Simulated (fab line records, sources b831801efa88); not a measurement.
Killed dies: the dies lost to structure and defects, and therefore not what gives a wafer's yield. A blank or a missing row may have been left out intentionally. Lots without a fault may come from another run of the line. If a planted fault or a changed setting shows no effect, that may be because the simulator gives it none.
Which tool is to blame? + flow gf180mcu + 6 lots, 18 wafers sampled, at 4 steps of a route of 602

## WHAT THE GAUGES SHOWED, per wafer
GF_PASSIVATION_THK_MEAS_01.
| lot  | measured     | on            | PASSIVATION_CVD_00_THK (nm) |
|------|--------------|---------------|-----------------------------|
| L343 | day 29 13:01 | film-metro-04 | 993 1003 1016               |
| L345 | day 30 04:30 | film-metro-04 | 1009 1033 1006              |
| L348 | day 30 18:52 | film-metro-03 | 984 1004 1013               |
| L356 | day 33 04:44 | film-metro-01 | 1049 1069 1074              |
| L360 | day 33 21:40 | film-metro-04 | 992 970 998                 |
| L362 | day 34 08:50 | film-metro-01 | 988 999 1019                |

## WHAT TOOL EACH LOT RAN ON (gives the tool, then ch and the chambers of the sampled wafers, and finally the start)
| lot  | GF_TOP_METAL_SPUTTER_00      | GF_TOP_METAL_METAL_ETCH_16        | GF_PASSIVATION_CVD_00           |
|------|------------------------------|-----------------------------------|---------------------------------|
| L343 | pvd-sputter-03, day 28 16:41 | rie-metal-03 ch 0,1, day 29 12:11 | pecvd-03 ch 0,2, day 29 12:55   |
| L345 | pvd-sputter-01, day 29 08:20 | rie-metal-01 ch 0,1, day 30 03:39 | pecvd-04 ch 0,1,2, day 30 04:25 |
| L348 | pvd-sputter-03, day 29 23:17 | rie-metal-01 ch 0, day 30 17:51   | pecvd-02 ch 0,1, day 30 18:47   |
| L356 | pvd-sputter-01, day 32 06:44 | rie-metal-01 ch 0,1, day 33 03:55 | pecvd-03 ch 0,1,2, day 33 04:40 |
| L360 | pvd-sputter-01, day 33 05:38 | rie-metal-03 ch 0,1, day 33 20:51 | pecvd-02 ch 0,2, day 33 21:35   |
| L362 | pvd-sputter-03, day 33 16:38 | rie-metal-01 ch 0,1, day 34 08:04 | pecvd-04 ch 0,1, day 34 08:44   |
- GF_TOP_METAL_SPUTTER_00: material Ti, target thk 37.5 nm, time 150 s.
- GF_TOP_METAL_METAL_ETCH_16: etches the open film in Cl2/BCl3, stops on SiO2, target depth 1197 nm, time 199.5 s.
- GF_PASSIVATION_CVD_00: deposits SiO2 from TEOS, target thk 1000 nm, time 111.95 s.

## THE ANSWER, worked out from the rows above alone
Rule: usual is defined by the lots themselves. The widest of any qualifying gaps counts: lots, ordered by their means at a reading, are off when they make up no more than a third of the lots, leave a main group of 4 or more, and stand apart from it by 3 or more times the standard deviation of that group's means. The tables above print the reading to a certain number of digits; a main group whose means all agree to those digits is not used. Also off: a lot with no number at a reading for which 4 or more lots have one. Any other lot the step has rows for is counted as sound.
Off: at GF_PASSIVATION_THK_MEAS_01 (PASSIVATION_CVD_00_THK), L356. Main group: mean 1002 nm, sd 9.4.
If a tool, at a process step before that reading, ran all the lots that are off and no sound lot after the first of them, it fits. Gauges at GF_PASSIVATION_THK_MEAS_01: tried the same way as those tools. One fits: GF_PASSIVATION_CVD_00 on pecvd-03. Its last sound lot is L343 (day 29 12:55), its first lot that is off L356 (day 33 04:40): a fault that began between those two fits.

## WHAT HAD BEEN PUT IN BY THE SIMULATOR
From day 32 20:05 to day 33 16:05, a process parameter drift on pecvd-03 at GF_PASSIVATION_CVD_00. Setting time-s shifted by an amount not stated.
Lots struck among those shown: L356. The rule above found the same.
